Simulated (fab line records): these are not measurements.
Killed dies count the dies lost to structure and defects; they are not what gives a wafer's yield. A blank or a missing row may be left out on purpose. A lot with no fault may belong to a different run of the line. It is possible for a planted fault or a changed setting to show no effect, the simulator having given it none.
fab line records	flow sky130
record: lots: 13	wafers: 39	last-day: 50
route steps=708 shown VT_ADJUST_HVTR@139 SONOS_TUNNEL@166 SONOS_ONO@182 GATE_OXIDE@188 PAD_OPEN@708
lots that met no fault: from a run of the same line without faults
start-h: start of the lot's first displayed wafer, in hours after the record's first day	wait-h: hours from the lot's prior step to this one	" the same as in the row above	L1.1+2: a single row standing in for several wafers	- either no value or no given start	* or withheld: withheld	< > ~ a bound
route shown NAME@n: names a module that has steps shown in the file, with the first one's number in the route	usual: mean/standard deviation of fault-free wafers	same: alike in all rows	chamber/n: place in a boat	sites: readings site by site	_std_site: standard deviation across them	_edge_site: the outer-site mean with the inner-site mean subtracted	radius-mm: for every site, how far away it sits from the centre of the wafer	mask NAME#n: copy n	behind: the tool/chamber that last shaped the wafer	hold: why the lot was held/for how many hours/how that ended	device: whichever transistor did not switch (one of n, p or np)	end of line: at the end of the route, the tests of the same wafers	a step without rows: its recipe alone	killed: not the wafer's yield, but the dies lost to structure and defects at the first sort	map: dies across one wafer; x = killed, . = not, _ = none there
set.NAME: the setting that was run; set.NAME@STEP: the one run at that earlier step	model.NAME: the simulator's own value behind a step, which no gauge read
the route's steps for a sample of lots (tables are steps, rows are wafers)
services: when a tool's chamber went out of use (start-h, in hours from the record's first day, below 0 if earlier), for how many hours, and the reason
== steps ==
step: SKY_VT_ADJUST_HVTR_OVL_MEAS_08
usual: VT_ADJUST_HVTR_OVL: -0.9/1.2
lot.wafer	tool	chamber	start-h	wait-h	VT_ADJUST_HVTR_OVL[nm]
L287.1	overlay-02	-	200.26	0.1	0.8
L287.2	"	-	"	"	0.3
L287.4	"	-	"	"	1.0
L289.1	overlay-02	-	214.16	0.1	-1.9
L289.2	"	-	"	"	-0.5
L289.5	"	-	"	"	-1.7
L293.2	overlay-02	-	243.47	0.1	-2.2
L293.4	"	-	"	"	-2.4
L293.6	"	-	"	"	-2.8
L294.3	overlay-01	-	252.36	0.1	0.2
L294.4	"	-	"	"	0.7
L294.5	"	-	"	"	0.5
L295.1	overlay-01	-	260.56	0.1	-0.8
L295.3	"	-	"	"	-1.2
L295.5	"	-	"	"	-0.2
L296.2	overlay-02	-	277.72	0.1	-2.6
L296.3	"	-	"	"	-0.2
L296.4	"	-	"	"	-0.2
L298.3	overlay-01	-	282.06	0.1	0.7
L298.4	"	-	"	"	1.1
L298.5	"	-	"	"	1.5
L301.3	overlay-02	-	329.66	0.1	-0.8
L301.5	"	-	"	"	-2.0
L301.6	"	-	"	"	-1.1
L303.1	overlay-01	-	332.61	0.1	-2.0
L303.4	"	-	"	"	-0.3
L303.5	"	-	"	"	-1.0
L302.3	overlay-02	-	333.57	0.1	0.1
L302.5	"	-	"	"	0.1
L302.6	"	-	"	"	2.2
L304.2	overlay-01	-	338.75	0.1	1.4
L304.4	"	-	"	"	-0.3
L304.5	"	-	"	"	0.8
L305.1	overlay-01	-	342.55	0.1	-1.9
L305.3	"	-	"	"	-2.1
L305.5	"	-	"	"	-3.1
L310.1	overlay-01	-	381.70	0.1	-3.4
L310.2	"	-	"	"	-3.0
L310.5	"	-	"	"	-1.6
step: SKY_SONOS_TUNNEL_TW_MEAS_12
usual: SONOS_TUNNEL_TW: 195/3.4
lot.wafer	tool	chamber	start-h	wait-h	SONOS_TUNNEL_TW
L287.1	film-metro-04	-	244.75	0.0	196
L287.2	"	-	"	"	195
L287.4	"	-	"	"	196
L289.1	film-metro-04	-	260.25	0.0	195
L289.2	"	-	"	"	195
L289.5	"	-	"	"	196
L293.2	film-metro-03	-	292.42	0.0	200
L293.4	"	-	"	"	200
L293.6	"	-	"	"	201
L294.3	film-metro-01	-	302.73	0.0	190
L294.4	"	-	"	"	190
L294.5	"	-	"	"	190
L295.1	film-metro-01	-	311.31	0.0	190
L295.3	"	-	"	"	191
L295.5	"	-	"	"	189
L296.2	film-metro-01	-	329.81	0.0	188
L296.3	"	-	"	"	189
L296.4	"	-	"	"	188
L298.3	film-metro-03	-	334.91	0.0	200
L298.4	"	-	"	"	199
L298.5	"	-	"	"	198
L301.3	film-metro-04	-	385.13	0.0	195
L301.5	"	-	"	"	196
L301.6	"	-	"	"	196
L303.1	film-metro-03	-	388.29	0.0	200
L303.4	"	-	"	"	199
L303.5	"	-	"	"	200
L302.3	film-metro-01	-	388.83	0.0	192
L302.5	"	-	"	"	192
L302.6	"	-	"	"	192
L304.2	film-metro-04	-	394.77	0.0	196
L304.4	"	-	"	"	196
L304.5	"	-	"	"	197
L305.1	film-metro-04	-	399.60	0.0	195
L305.3	"	-	"	"	196
L305.5	"	-	"	"	196
L310.1	film-metro-04	-	441.64	0.0	192
L310.2	"	-	"	"	192
L310.5	"	-	"	"	193
step: SKY_SONOS_ONO_OVL_MEAS_14
usual: SONOS_ONO_OVL: -0.3/1.2
lot.wafer	tool	chamber	start-h	wait-h	SONOS_ONO_OVL[nm]
L287.1	overlay-01	-	272.59	0.1	-2.6
L287.2	"	-	"	"	-3.1
L287.4	"	-	"	"	-1.3
L289.1	overlay-01	-	291.66	0.1	0.3
L289.2	"	-	"	"	1.5
L289.5	"	-	"	"	0.0
L293.2	overlay-01	-	324.80	0.1	-2.4
L293.4	"	-	"	"	-1.9
L293.6	"	-	"	"	-2.4
L294.3	overlay-01	-	334.42	0.1	-0.7
L294.4	"	-	"	"	0.6
L294.5	"	-	"	"	-0.2
L295.1	overlay-01	-	343.61	0.1	-0.9
L295.3	"	-	"	"	-1.0
L295.5	"	-	"	"	-0.8
L296.2	overlay-02	-	362.62	0.1	-1.8
L296.3	"	-	"	"	-1.7
L296.4	"	-	"	"	-1.6
L298.3	overlay-01	-	368.77	0.1	-0.1
L298.4	"	-	"	"	0.1
L298.5	"	-	"	"	-0.8
L301.3	overlay-02	-	423.82	0.1	-0.9
L301.5	"	-	"	"	-1.4
L301.6	"	-	"	"	-0.7
L302.3	overlay-02	-	425.87	0.1	-2.4
L302.5	"	-	"	"	-2.1
L302.6	"	-	"	"	-1.9
L303.1	overlay-02	-	426.26	0.1	-0.5
L303.4	"	-	"	"	0.4
L303.5	"	-	"	"	-0.4
L304.2	overlay-02	-	429.10	0.1	0.5
L304.4	"	-	"	"	0.1
L304.5	"	-	"	"	1.4
L305.1	overlay-01	-	435.21	0.1	0.2
L305.3	"	-	"	"	-1.8
L305.5	"	-	"	"	-0.2
L310.1	overlay-01	-	489.79	0.1	-0.8
L310.2	"	-	"	"	-1.8
L310.5	"	-	"	"	-0.6
step: SKY_GATE_OXIDE_OXIDATION_01
recipe: temp-c: 900	ambient: O2	stabilise-s: 600	purge-s: 300	target-thk-a: 102.68	ox-time-s: 1473
usual: ox-time-s: 1473/0	zone-power-upper-pct: 23/3.3
lot.wafer	tool	chamber	start-h	wait-h	ox-time-s	zone-power-upper-pct
L287.1	furnace-02	0	273.39	0.4	1473	25
L287.2	"	0	"	"	1473	25
L287.4	"	0	"	"	1473	25
L289.1	furnace-01	0	293.56	1.5	1473	17
L289.2	"	0	"	"	1473	17
L289.5	"	0	"	"	1473	17
L293.2	furnace-02	0	328.91	3.8	1473	26
L293.4	"	0	"	"	1473	25
L293.6	"	0	"	"	1473	25
L294.3	furnace-02	0	337.15	2.3	1473	25
L294.4	"	0	"	"	1473	24
L294.5	"	0	"	"	1473	25
L295.1	furnace-02	0	344.43	0.5	1473	25
L295.3	"	0	"	"	1473	25
L295.5	"	0	"	"	1473	25
L296.2	furnace-02	0	362.96	0.0	1473	26
L296.3	"	0	"	"	1473	25
L296.4	"	0	"	"	1473	25
L298.3	furnace-02	0	369.11	0.0	1473	25
L298.4	"	0	"	"	1473	25
L298.5	"	0	"	"	1473	25
L301.3	furnace-02	0	424.73	0.6	1973.8	25
L301.5	"	0	"	"	1973.8	25
L301.6	"	0	"	"	1973.8	25
L302.3	furnace-01	0	426.95	0.7	1473	17
L302.5	"	0	"	"	1473	17
L302.6	"	0	"	"	1473	17
L303.1	furnace-01	0	426.95	0.3	1473	17
L303.4	"	0	"	"	1473	17
L303.5	"	0	"	"	1473	17
L304.2	furnace-02	0	429.45	0.0	1973.8	25
L304.4	"	0	"	"	1973.8	25
L304.5	"	0	"	"	1973.8	25
L305.1	furnace-02	0	435.61	0.0	1973.8	25
L305.3	"	0	"	"	1973.8	25
L305.5	"	0	"	"	1973.8	25
L310.1	furnace-01	0	490.16	0.0	1473	17
L310.2	"	0	"	"	1473	17
L310.5	"	0	"	"	1473	17
step: SKY_GATE_OXIDE_THK_MEAS_02
recipe: reads: SiO2_of_GATE_OXIDE_OXIDATION_01
usual: GATE_OXIDE_OXIDATION_00_THK: 10.26/0.2
lot.wafer	tool	chamber	start-h	wait-h	GATE_OXIDE_OXIDATION_00_THK[nm]
L287.1	film-metro-03	-	274.80	0.0	9.81
L287.2	"	-	"	"	10.00
L287.4	"	-	"	"	9.84
L289.1	film-metro-02	-	294.97	0.0	10.21
L289.2	"	-	"	"	10.02
L289.5	"	-	"	"	10.28
L293.2	film-metro-02	-	330.33	0.0	10.44
L293.4	"	-	"	"	10.65
L293.6	"	-	"	"	10.60
L294.3	film-metro-04	-	338.58	0.0	10.10
L294.4	"	-	"	"	10.32
L294.5	"	-	"	"	10.32
L295.1	film-metro-04	-	345.84	0.0	10.04
L295.3	"	-	"	"	9.97
L295.5	"	-	"	"	10.20
L296.2	film-metro-02	-	364.38	0.0	10.12
L296.3	"	-	"	"	10.16
L296.4	"	-	"	"	10.11
L298.3	film-metro-02	-	370.54	0.0	10.05
L298.4	"	-	"	"	10.08
L298.5	"	-	"	"	10.12
L301.3	film-metro-03	-	426.16	0.0	12.37
L301.5	"	-	"	"	12.52
L301.6	"	-	"	"	12.42
L303.1	film-metro-03	-	428.36	0.0	10.56
L303.4	"	-	"	"	10.51
L303.5	"	-	"	"	10.57
L302.3	film-metro-04	-	428.38	0.0	10.34
L302.5	"	-	"	"	10.28
L302.6	"	-	"	"	10.29
L304.2	film-metro-02	-	430.87	0.0	12.55
L304.4	"	-	"	"	12.60
L304.5	"	-	"	"	12.51
L305.1	film-metro-04	-	437.02	0.0	12.28
L305.3	"	-	"	"	12.68
L305.5	"	-	"	"	12.57
L310.1	film-metro-04	-	491.57	0.0	10.35
L310.2	"	-	"	"	10.56
L310.5	"	-	"	"	10.60
step: SKY_PAD_OPEN_PROBE_99
usual: killed_at_M0_to_M3: 44/7.6	killed_at_M4_up: 3.2/1.7	killed-at-contacts: 24/5.7	killed-at-front-end: 16/3.9	killed-at-other: 0.2/0.45	killed-dies: 87/9.5	killed-open: 47/6.9	killed-short: 40/5.8
same: gross-dies: 492	killed-at-back-side: 0
lot.wafer	tool	chamber	start-h	wait-h	killed_at_M0_to_M3	killed_at_M4_up	killed-at-contacts	killed-at-front-end	killed-at-other	killed-dies	killed-open	killed-short
L287.1	prober-02	-	1061.72	0.1	34	0	27	18	0	79	41	38
L287.2	prober-02	-	1061.77	0.1	57	3	22	18	0	100	56	44
L287.4	prober-02	-	1061.87	0.2	47	1	32	22	0	102	66	36
L289.1	prober-01	-	1082.16	0.1	40	2	29	24	0	95	54	41
L289.2	prober-01	-	1082.21	0.1	35	1	20	19	0	75	38	37
L289.5	prober-01	-	1082.36	0.2	31	3	26	16	0	76	45	31
L293.2	prober-01	-	1107.07	0.1	35	2	18	15	1	71	41	30
L293.4	prober-01	-	1107.17	0.2	46	5	32	6	2	91	52	39
L293.6	prober-01	-	1107.27	0.2	58	3	24	11	0	96	53	43
L294.3	prober-02	-	1112.90	0.2	47	5	13	23	0	88	57	31
L294.4	prober-02	-	1112.95	0.2	34	2	19	15	0	70	34	36
L294.5	prober-02	-	1113.00	0.2	49	6	20	15	1	91	48	43
L295.1	prober-01	-	1117.30	0.1	57	2	12	19	0	90	49	41
L295.3	prober-01	-	1117.40	0.2	57	1	23	15	0	96	49	47
L295.5	prober-01	-	1117.50	0.2	49	3	25	14	1	92	46	46
L296.2	prober-02	-	1130.10	0.1	39	2	20	19	1	81	45	36
L296.3	prober-02	-	1130.15	0.2	42	3	35	15	0	95	52	43
L296.4	prober-02	-	1130.20	0.2	42	6	23	13	1	85	42	43
L298.3	prober-02	-	1137.28	0.2	50	2	21	11	1	85	43	42
L298.4	prober-02	-	1137.33	0.2	59	5	25	20	0	109	68	41
L298.5	prober-02	-	1137.38	0.2	39	4	21	12	0	76	36	40
L301.3	prober-01	-	1174.26	0.2	50	3	22	8	0	83	43	40
L301.5	prober-01	-	1174.36	0.2	38	5	26	15	0	84	42	42
L301.6	prober-01	-	1174.41	0.2	58	2	27	17	0	104	66	38
L302.3	prober-02	-	1174.57	0.2	43	3	22	20	1	89	42	47
L302.5	prober-02	-	1174.67	0.2	32	4	28	17	0	81	43	38
L302.6	prober-02	-	1174.72	0.2	43	2	15	15	0	75	39	36
L303.1	prober-01	-	1175.66	0.1	49	4	27	9	1	90	55	35
L303.4	prober-01	-	1175.81	0.2	50	5	17	14	0	86	45	41
L303.5	prober-01	-	1175.86	0.2	51	2	18	17	0	88	44	44
L304.2	prober-02	-	1176.42	0.1	43	4	16	22	1	86	45	41
L304.4	prober-02	-	1176.52	0.2	52	6	26	13	0	97	50	47
L304.5	prober-02	-	1176.57	0.2	51	4	24	12	0	91	52	39
L305.1	prober-01	-	1178.95	0.1	53	1	24	18	0	96	47	49
L305.3	prober-01	-	1179.05	0.2	51	2	30	16	0	99	56	43
L305.5	prober-01	-	1179.15	0.2	46	3	24	18	0	91	50	41
L310.1	prober-02	-	1203.69	0.1	55	4	31	19	0	109	63	46
L310.2	prober-02	-	1203.74	0.1	41	3	28	15	0	87	46	41
L310.5	prober-02	-	1203.89	0.2	51	3	20	13	1	88	45	43
killed by level:class
L287.1 VIA1:geometric-particle:open=11 CONTACT:geometric-particle:open=11 LOCAL_INTERCONNECT:geometric-particle:short=7 VIA2:geometric-particle:open=6 FIELD_ISO:geometric-particle:short=5 CONTACT:geometric-particle:short=5 POLY_GATE:geometric-particle:short=4 VIA3:geometric-particle:open=4
L287.2 VIA1:geometric-particle:open=15 LI_CONTACT:geometric-particle:open=8 VIA1:geometric-particle:short=8 VIA3:geometric-particle:open=8 CONTACT:geometric-particle:open=7 METAL1:geometric-particle:short=7 POLY_GATE:geometric-particle:short=6 VIA2:geometric-particle:open=6
L287.4 VIA1:geometric-particle:open=16 CONTACT:geometric-particle:open=11 LI_CONTACT:geometric-particle:open=8 VIA2:geometric-particle:open=8 CONTACT:geometric-particle:short=7 POLY_GATE:geometric-particle:open=6 VIA1:geometric-particle:short=6 FIELD_ISO:geometric-particle:open=4
L289.1 CONTACT:geometric-particle:open=12 METAL1:geometric-particle:short=8 LI_CONTACT:geometric-particle:open=8 VIA1:geometric-particle:open=8 VIA1:geometric-particle:short=7 FIELD_ISO:geometric-particle:open=6 VIA2:geometric-particle:open=6 FIELD_ISO:geometric-particle:short=5
L289.2 CONTACT:geometric-particle:open=7 METAL1:geometric-particle:short=7 FIELD_ISO:geometric-particle:open=5 POLY_GATE:geometric-particle:short=5 CONTACT:geometric-particle:short=5 METAL3:geometric-particle:short=5 VIA3:geometric-particle:open=5 POLY_GATE:geometric-particle:open=4
L289.5 CONTACT:geometric-particle:open=13 FIELD_ISO:geometric-particle:open=6 VIA1:geometric-particle:open=6 LOCAL_INTERCONNECT:geometric-particle:short=5 VIA1:geometric-particle:short=5 VIA2:geometric-particle:open=5 POLY_GATE:geometric-particle:open=4 LI_CONTACT:geometric-particle:open=4
L293.2 VIA1:geometric-particle:open=14 CONTACT:geometric-particle:open=6 VIA2:geometric-particle:open=6 FIELD_ISO:geometric-particle:open=4 LI_CONTACT:geometric-particle:open=4 LOCAL_INTERCONNECT:geometric-particle:short=4 SPACER:geometric-particle:short=3 CONTACT:geometric-particle:short=3
L293.4 CONTACT:geometric-particle:open=12 VIA2:geometric-particle:open=10 VIA1:geometric-particle:open=8 LI_CONTACT:geometric-particle:open=7 CONTACT:geometric-particle:short=6 VIA1:geometric-particle:short=6 VIA3:geometric-particle:open=5 LOCAL_INTERCONNECT:geometric-particle:short=4
L293.6 VIA2:geometric-particle:open=12 VIA1:geometric-particle:open=9 CONTACT:geometric-particle:open=8 VIA3:geometric-particle:open=7 LI_CONTACT:geometric-particle:open=6 METAL2:geometric-particle:short=6 VIA1:geometric-particle:short=5 METAL1:geometric-particle:short=4
L294.3 VIA1:geometric-particle:open=12 VIA2:geometric-particle:open=11 VIA3:geometric-particle:open=9 POLY_GATE:geometric-particle:short=5 POLY_GATE:geometric-particle:open=5 CONTACT:geometric-particle:open=5 METAL4:geometric-particle:short=4 VIA3:geometric-particle:short=4
L294.4 VIA1:geometric-particle:short=11 CONTACT:geometric-particle:open=8 VIA1:geometric-particle:open=7 FIELD_ISO:geometric-particle:short=6 LI_CONTACT:geometric-particle:open=6 METAL1:geometric-particle:short=6 VIA3:geometric-particle:open=5 POLY_GATE:geometric-particle:short=4
L294.5 VIA1:geometric-particle:open=12 VIA2:geometric-particle:open=9 CONTACT:geometric-particle:open=8 VIA1:geometric-particle:short=8 METAL4:geometric-particle:short=5 VIA3:geometric-particle:short=5 FIELD_ISO:geometric-particle:short=4 CONTACT:geometric-particle:short=4
L295.1 VIA1:geometric-particle:open=20 VIA1:geometric-particle:short=9 VIA2:geometric-particle:open=7 FIELD_ISO:geometric-particle:open=6 POLY_GATE:geometric-particle:short=6 VIA3:geometric-particle:open=6 METAL3:geometric-particle:short=4 FIELD_ISO:geometric-particle:short=3
L295.3 VIA2:geometric-particle:short=12 VIA3:geometric-particle:open=12 CONTACT:geometric-particle:open=9 VIA1:geometric-particle:open=8 LI_CONTACT:geometric-particle:open=7 METAL1:geometric-particle:short=5 VIA1:geometric-particle:short=5 METAL3:geometric-particle:short=5
L295.5 CONTACT:geometric-particle:open=10 METAL1:geometric-particle:short=8 VIA2:geometric-particle:open=8 VIA3:geometric-particle:open=8 CONTACT:geometric-particle:short=7 VIA1:geometric-particle:open=7 VIA1:geometric-particle:short=6 METAL2:geometric-particle:short=5
L296.2 METAL1:geometric-particle:short=9 VIA1:geometric-particle:open=8 VIA2:geometric-particle:open=6 LI_CONTACT:geometric-particle:open=5 CONTACT:geometric-particle:open=5 VIA3:geometric-particle:open=5 FIELD_ISO:geometric-particle:short=4 LI_CONTACT:geometric-particle:short=4
L296.3 CONTACT:geometric-particle:open=15 METAL1:geometric-particle:short=7 LI_CONTACT:geometric-particle:open=7 VIA3:geometric-particle:open=7 METAL2:geometric-particle:short=6 POLY_GATE:geometric-particle:open=5 VIA1:geometric-particle:short=5 CONTACT:geometric-particle:short=5
L296.4 CONTACT:geometric-particle:short=8 VIA1:geometric-particle:open=8 CONTACT:geometric-particle:open=7 METAL2:geometric-particle:short=7 VIA3:geometric-particle:open=6 VIA2:geometric-particle:short=5 METAL4:geometric-particle:short=5 FIELD_ISO:geometric-particle:open=4
L298.3 CONTACT:geometric-particle:open=11 VIA1:geometric-particle:open=11 METAL1:geometric-particle:short=8 VIA1:geometric-particle:short=7 POLY_GATE:geometric-particle:short=5 METAL3:geometric-particle:short=5 LI_CONTACT:geometric-particle:short=4 VIA2:geometric-particle:open=4
L298.4 VIA1:geometric-particle:open=15 VIA3:geometric-particle:open=12 VIA2:geometric-particle:open=9 CONTACT:geometric-particle:open=9 FIELD_ISO:geometric-particle:short=6 VIA3:geometric-particle:short=6 VIA2:geometric-particle:short=5 POLY_GATE:geometric-particle:short=5
L298.5 VIA1:geometric-particle:open=9 CONTACT:geometric-particle:open=7 VIA1:geometric-particle:short=6 METAL1:geometric-particle:short=5 FIELD_ISO:geometric-particle:short=4 VIA3:geometric-particle:open=4 LI_CONTACT:geometric-particle:open=4 LOCAL_INTERCONNECT:geometric-particle:short=4
L301.3 VIA1:geometric-particle:open=11 METAL2:geometric-particle:short=10 CONTACT:geometric-particle:open=8 VIA3:geometric-particle:open=6 VIA2:geometric-particle:open=6 METAL1:geometric-particle:short=6 VIA1:geometric-particle:short=5 LI_CONTACT:geometric-particle:short=4
L301.5 VIA1:geometric-particle:open=9 FIELD_ISO:geometric-particle:short=6 CONTACT:geometric-particle:open=6 LOCAL_INTERCONNECT:geometric-particle:short=6 FIELD_ISO:geometric-particle:open=5 LI_CONTACT:geometric-particle:open=5 CONTACT:geometric-particle:short=5 VIA2:geometric-particle:open=5
L301.6 VIA3:geometric-particle:open=14 VIA1:geometric-particle:open=14 CONTACT:geometric-particle:open=9 FIELD_ISO:geometric-particle:open=6 VIA2:geometric-particle:open=6 LI_CONTACT:geometric-particle:open=5 LOCAL_INTERCONNECT:geometric-particle:short=5 VIA2:geometric-particle:short=5
L302.3 VIA1:geometric-particle:open=10 CONTACT:geometric-particle:open=10 METAL2:geometric-particle:short=8 VIA1:geometric-particle:short=7 LOCAL_INTERCONNECT:geometric-particle:short=6 VIA2:geometric-particle:open=6 FIELD_ISO:geometric-particle:open=5 SPACER:geometric-particle:short=5
L302.5 LI_CONTACT:geometric-particle:open=8 CONTACT:geometric-particle:open=8 VIA2:geometric-particle:open=8 VIA1:geometric-particle:open=6 FIELD_ISO:geometric-particle:short=5 CONTACT:geometric-particle:short=4 SPACER:geometric-particle:short=4 METAL3:geometric-particle:short=4
L302.6 FIELD_ISO:geometric-particle:open=8 VIA1:geometric-particle:short=7 VIA1:geometric-particle:open=7 VIA2:geometric-particle:open=6 CONTACT:geometric-particle:open=5 METAL3:geometric-particle:short=5 LI_CONTACT:geometric-particle:open=4 METAL1:geometric-particle:open=4
L303.1 VIA3:geometric-particle:open=11 VIA1:geometric-particle:open=10 CONTACT:geometric-particle:open=10 LI_CONTACT:geometric-particle:open=9 VIA2:geometric-particle:open=6 LOCAL_INTERCONNECT:geometric-particle:short=6 VIA1:geometric-particle:short=5 METAL2:geometric-particle:short=5
L303.4 VIA2:geometric-particle:open=11 LI_CONTACT:geometric-particle:open=7 CONTACT:geometric-particle:open=7 VIA3:geometric-particle:short=7 VIA1:geometric-particle:short=6 VIA3:geometric-particle:open=6 VIA1:geometric-particle:open=6 FIELD_ISO:geometric-particle:short=4
L303.5 VIA1:geometric-particle:open=14 METAL2:geometric-particle:short=11 VIA3:geometric-particle:open=8 FIELD_ISO:geometric-particle:short=6 LI_CONTACT:geometric-particle:short=5 LI_CONTACT:geometric-particle:open=5 CONTACT:geometric-particle:open=4 METAL1:geometric-particle:short=4
L304.2 VIA2:geometric-particle:open=9 FIELD_ISO:geometric-particle:short=8 POLY_GATE:geometric-particle:open=8 VIA1:geometric-particle:open=7 CONTACT:geometric-particle:open=5 METAL2:geometric-particle:short=5 VIA3:geometric-particle:open=5 LI_CONTACT:geometric-particle:open=4
L304.4 VIA3:geometric-particle:open=9 LI_CONTACT:geometric-particle:open=8 CONTACT:geometric-particle:open=8 VIA1:geometric-particle:short=8 VIA1:geometric-particle:open=8 CONTACT:geometric-particle:short=7 METAL1:geometric-particle:short=6 VIA3:geometric-particle:short=6
L304.5 VIA3:geometric-particle:open=17 CONTACT:geometric-particle:open=11 VIA3:geometric-particle:short=7 CONTACT:geometric-particle:short=6 VIA1:geometric-particle:open=6 METAL1:geometric-particle:short=5 POLY_GATE:geometric-particle:short=4 METAL2:geometric-particle:short=4
L305.1 VIA1:geometric-particle:open=17 METAL1:geometric-particle:short=9 LI_CONTACT:geometric-particle:open=6 CONTACT:geometric-particle:open=6 VIA1:geometric-particle:short=6 LOCAL_INTERCONNECT:geometric-particle:short=5 FIELD_ISO:geometric-particle:short=4 CONTACT:geometric-particle:short=4
L305.3 VIA1:geometric-particle:open=18 CONTACT:geometric-particle:open=11 CONTACT:geometric-particle:short=7 LI_CONTACT:geometric-particle:open=5 METAL1:geometric-particle:short=5 VIA2:geometric-particle:open=5 VIA3:geometric-particle:open=5 FIELD_ISO:geometric-particle:open=4
L305.5 VIA1:geometric-particle:open=11 VIA1:geometric-particle:short=8 CONTACT:geometric-particle:open=7 LI_CONTACT:geometric-particle:open=6 LI_CONTACT:geometric-particle:short=6 VIA2:geometric-particle:open=6 VIA3:geometric-particle:open=6 FIELD_ISO:geometric-particle:short=5
L310.1 VIA1:geometric-particle:open=11 VIA3:geometric-particle:open=9 VIA2:geometric-particle:open=9 CONTACT:geometric-particle:open=9 FIELD_ISO:geometric-particle:open=8 LOCAL_INTERCONNECT:geometric-particle:short=7 CONTACT:geometric-particle:short=7 METAL1:geometric-particle:short=7
L310.2 CONTACT:geometric-particle:open=10 VIA1:geometric-particle:open=10 VIA3:geometric-particle:open=7 CONTACT:geometric-particle:short=6 FIELD_ISO:geometric-particle:open=5 METAL2:geometric-particle:short=5 VIA2:geometric-particle:open=5 LI_CONTACT:geometric-particle:short=4
L310.5 VIA2:geometric-particle:open=11 VIA1:geometric-particle:open=10 VIA1:geometric-particle:short=8 CONTACT:geometric-particle:open=6 VIA3:geometric-particle:open=6 CONTACT:geometric-particle:short=5 POLY_GATE:geometric-particle:open=4 LI_CONTACT:geometric-particle:short=4
== services ==
tool	chamber	start-h	hours	kind
furnace-01	-	274.01	9.5	repair
furnace-01	-	332.62	4.4	pm
furnace-01	-	368.82	4.3	pm
furnace-02	-	380.09	7.6	pm
furnace-02	-	482.25	3.7	pm
== key ==
first-sign: step: SKY_GATE_OXIDE_OXIDATION_01	reading: ox-time-s	direction: up	sigmas: 99+	usual: *	struck: *
effect: step: SKY_GATE_OXIDE_THK_MEAS_02	reading: GATE_OXIDE_OXIDATION_00_THK	direction: up	sigmas: 11	usual: 10.26	struck: 12.50
met-at SKY_GATE_OXIDE_OXIDATION_01
struck-lots L301,L304,L305
tester-left-out L301,L304,L305
not-acting-at SKY_VT_ADJUST_HVTR_OVL_MEAS_08,SKY_SONOS_TUNNEL_TW_MEAS_12,SKY_SONOS_ONO_OVL_MEAS_14
onset-between 369.11 424.73
fault: kind: process-parameter-drift	tool: furnace-02	chamber: -	onset-h: 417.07	steps: SKY_GATE_OXIDE_OXIDATION_01	channel: ox-time-s	offset: *	shape: step	end-h: 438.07	acts-in: *	stated: *
tester-left-out: of these lots the tester's yield and bins aren't shown, on N5 and GAA mostly nor the transistor test; their killed dies are dies lost to structure and defects alone, not to doping, threshold or leakage, so they don't give the yield
